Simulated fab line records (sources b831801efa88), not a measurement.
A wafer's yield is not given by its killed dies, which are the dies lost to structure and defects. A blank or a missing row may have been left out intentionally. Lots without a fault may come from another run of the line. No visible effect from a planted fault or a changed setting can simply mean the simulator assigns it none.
A struck lot beside a sound one    flow sky130    31 steps out of a route of 708
Sound: wafers L651.2, L651.4, L651.6. Struck: wafers L669.1, L669.2, L669.5. The cause comes at the end.
Order at every step that has rows: each side's tool, ch and its chambers, its first start. Under that, the readings that differ: sound wafers    struck wafers    difference of the means    sigmas: that difference in standard deviations of wafers without a fault.
alike: a reading whose means differ by less than 2 such deviations, as well as words and numbers matching on both sides. not compared: withheld readings; readings where some wafer has no value; bounds like >300 that might hide an equal value; numbers whose values overlap and for which the record gives no deviation.
A row with sigmas, a row that says differs or no value, or rows on one side alone: a step with any of these is where the two part. When numbers do not overlap yet have no deviation, they are printed without sigmas and do not part them. A reading missing from all wafers of one side parts the sides only when that side holds two or more wafers.

first, 1 step without rows for these wafers: SKY_PWDE_IMPLANT_08.
SKY_PWDE_STRIP_09: strips in O2/N2.
  sound on plasma_asher-04 ch 1, day 4 03:33; struck on plasma_asher-04 ch 0,1, day 8 14:25
reading                       sound              struck             difference  sigmas
strip_time_to_endpoint_s (s)  36.75 36.79 36.84  37.12 37.06 37.07  +0.29       +3
  alike: drypump_motor_current_A, oes_product_au
  not compared: rf_hours_counter_h
SKY_PWDE_TW_MEAS_10:
  sound on film_metro-01 at day 4 03:40; struck on film_metro-02 at day 8 14:31
  alike: PWDE_TW
then, 7 steps without rows for these wafers: SKY_NWELL_DEHYDRATE_03 (time 60 s); SKY_NWELL_HMDS_04 (prime time 60 s); SKY_NWELL_COAT_05 (resist thk 3000 nm); SKY_NWELL_SOFTBAKE_06; SKY_NWELL_EXPOSE_07 (exposes mask NWM, target cd 840 nm); SKY_NWELL_PEB_08; SKY_NWELL_DEVELOP_09 (develop time 60 s).
SKY_NWELL_OVL_MEAS_10:
  sound on overlay-02 at day 4 19:14; struck on overlay-02 at day 9 11:53
  alike: NWELL_00_OVL
after that, 1 step had no rows for these wafers: SKY_NWELL_IMPLANT_11.
SKY_NWELL_IMPLANT_12:
  sound on implanter-04 ch 0, day 4 19:26; struck on implanter-04 ch 0, day 9 12:05
reading             sound                            struck                         difference  sigmas
dose_ions_cm2       1.3022e+12 1.3012e+12 1.303e+12  7.592e+11 7.566e+11 7.574e+11  -5.444e+11  -99 or more
faraday_current_uA  7.35 7.28 7.41                   4.15 4.22 4.21                 -3.15       -23
after that, 1 step had no rows for these wafers: SKY_NWELL_IMPLANT_13.
SKY_NWELL_STRIP_14: strips in O2/N2.
  sound on plasma_asher-01 ch 0,1, day 4 19:43; struck on plasma_asher-04 ch 0,1, day 9 12:23
  alike: drypump_motor_current_A, oes_product_au, strip_time_to_endpoint_s
  not compared: rf_hours_counter_h
SKY_NWELL_TW_MEAS_15:
  sound on film_metro-04 at day 4 19:49; struck on film_metro-02 at day 9 12:29
  alike: NWELL_TW
then, 7 steps without rows for these wafers: SKY_NWELL_DEHYDRATE_16 (time 60 s); SKY_NWELL_HMDS_17 (prime time 60 s); SKY_NWELL_COAT_18 (resist thk 3000 nm); SKY_NWELL_SOFTBAKE_19; SKY_NWELL_EXPOSE_20 (exposes mask NWM COMPLEMENT, target cd 840 nm); SKY_NWELL_PEB_21; SKY_NWELL_DEVELOP_22 (develop time 60 s).
SKY_NWELL_OVL_MEAS_23:
  sound on overlay-02 at day 5 12:44; struck on overlay-02 at day 10 09:53
  alike: NWELL_01_OVL
after that, 1 step had no rows for these wafers: SKY_NWELL_IMPLANT_24.
SKY_NWELL_STRIP_25: strips in O2/N2.
  sound on plasma_asher-03 ch 0,1, day 5 12:55; struck on plasma_asher-01 ch 0,1, day 10 10:04
reading                       sound              struck             difference  sigmas
strip_time_to_endpoint_s (s)  36.93 36.95 36.94  37.18 37.16 37.20  +0.24       +2
  alike: drypump_motor_current_A, oes_product_au
  not compared: rf_hours_counter_h
SKY_NWELL_TW_MEAS_26:
  sound on film_metro-04 at day 5 13:01; struck on film_metro-04 at day 10 10:10
  alike: NWELL_2_TW
then, 1 step without rows for these wafers: SKY_NWELL_CLEAN_27 (cleans in SC1/SC2, time 150 s).
SKY_NWELL_RTA_28: time 30 s.
  sound on rtp_anneal-01 ch 0, day 5 13:08; struck on rtp_anneal-02 ch 0, day 10 10:17
reading            sound                 struck                difference  sigmas
anneal_temp_c_max  1055.0 1056.7 1056.1  1052.5 1052.6 1053.6  -3.0        -2
  alike: lamp_power_pct, wafer_temp_C_max
SKY_NWELL_RS_MEAS_29: uses a four-point probe to measure.
  sound on film_metro-02 at day 5 13:14; struck on film_metro-04 at day 10 10:29
reading            sound              struck             difference  sigmas
NWELL_RS (ohm/sq)  623.6 623.7 622.9  642.6 640.4 640.8  +17.9       +13
-- the record jumps here: 40 days lie between the struck wafers' starts before and after (it left off in module NWELL and takes up again in module PAD_OPEN, whose first step shown is number 708 of the route) --
SKY_PAD_OPEN_PROBE_99:
  sound on prober-02 at day 46 04:10; struck on prober-01 at day 50 19:11
reading                                    sound                          struck                         difference  sigmas
model.etest.nfet_16v.r_on_ohm_um           1.401e+04 1.406e+04 1.396e+04  1.485e+04 1.475e+04 1.486e+04  +8.100e+02  
model.etest.pfet_g5v0d10v5.r_on_ohm_um     4762 4778 4722                 4614 4541 4585                 -174        
model.etest.tip_p_5v.rs_ohm_sq             2876 2869 2889                 2799 2772 2780                 -94         
model.etest.pfet_g5v0d10v5.drive_ua_um     343.7 340.1 341.2              361 362.8 357.4                +19         
model.etest.pfet_01v8_lvt.drive_ua_um      175 172.5 174.2                191.1 193.8 192.2              +18.5       
model.etest.pfet_16v.drive_ua_um           243.8 242 248.5                257.7 258.9 256.4              +12.9       
model.etest.pfet_g5v0d10v5.off_log10_a_um  -12.78 -12.87 -12.98           -10.47 -10.36 -10.57           +2.41       
model.etest.pfet_01v8_lvt.off_log10_a_um   -8.703 -9.052 -8.832           -7.339 -7.121 -7.334           +1.598      
  alike: killed_at_M0_to_M3, killed_at_M4_up, killed_at_contacts, killed_at_front_end, killed_at_other, killed_dies, killed_open, killed_short

WHERE THEY PART
Earliest at SKY_PWDE_STRIP_09; latest, in this record, at SKY_NWELL_RS_MEAS_29. Later steps at which nothing parts them and some readings are alike: SKY_PAD_OPEN_PROBE_99.

WHY: what the simulator had put in
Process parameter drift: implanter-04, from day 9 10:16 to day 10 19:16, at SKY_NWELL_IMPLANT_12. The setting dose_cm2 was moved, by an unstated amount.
